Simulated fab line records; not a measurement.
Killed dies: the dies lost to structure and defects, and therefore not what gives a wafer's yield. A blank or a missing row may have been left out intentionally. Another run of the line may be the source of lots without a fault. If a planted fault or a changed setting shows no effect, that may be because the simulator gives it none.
Chamber matching | flow sfq_line | 4 sister chambers for SFQ_TRILAYER_I3_CMP_CMP_082 on cmp-02
The step polishes SiO2. 4 wafers are shown with their chamber, then 9 later ones without.

== EACH WAFER AND ITS CHAMBER ==
wafer  | chamber | motor_current_A (A)
L255.4 | 1       | 10.8
L267.1 | 0       | 9.2
L267.4 | 3       | 10.0
L267.5 | 2       | 11.2

== WAFERS WITH NO CHAMBER GIVEN ==
wafer  | motor_current_A (A)
L268.3 | 9.1
L268.4 | 11.7
L268.6 | 11.3
L271.2 | 11.2
L271.4 | 9.0
L271.6 | 11.0
L272.3 | 11.2
L272.1 | 10.9
L272.5 | 11.2

== WHICH CHAMBER EACH ONE RAN IN ==
wafer  | from the rows above     | in truth
L268.3 | 0                       | 0
L268.4 | can't be placed: 2 or 1 | 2
L268.6 | can't be placed: 2 or 1 | 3
L271.2 | can't be placed: 2 or 1 | 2
L271.4 | 0                       | 0
L271.6 | can't be placed: 1 or 2 | 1
L272.3 | can't be placed: 2 or 1 | 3
L272.1 | can't be placed: 1 or 2 | 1
L272.5 | can't be placed: 2 or 1 | 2
Placed correctly: 2 of 9. Can't be placed from these rows: 7 (the true chamber is among the candidates in 5). 0 placed wrongly.
How it was worked out, from the rows above alone: a wafer's distance from a chamber is the root of the sum, over the readings, of the square of ((its reading less the chamber's mean) divided by the reading's scatter). The wafer belongs to the nearest chamber; if the next one is less than 2 further off, it can't be placed. Each chamber's mean is taken over the wafers shown for it. The scatter: root of mean squared gap, hidden wafer to nearest shown wafer, with one shown wafer a chamber.
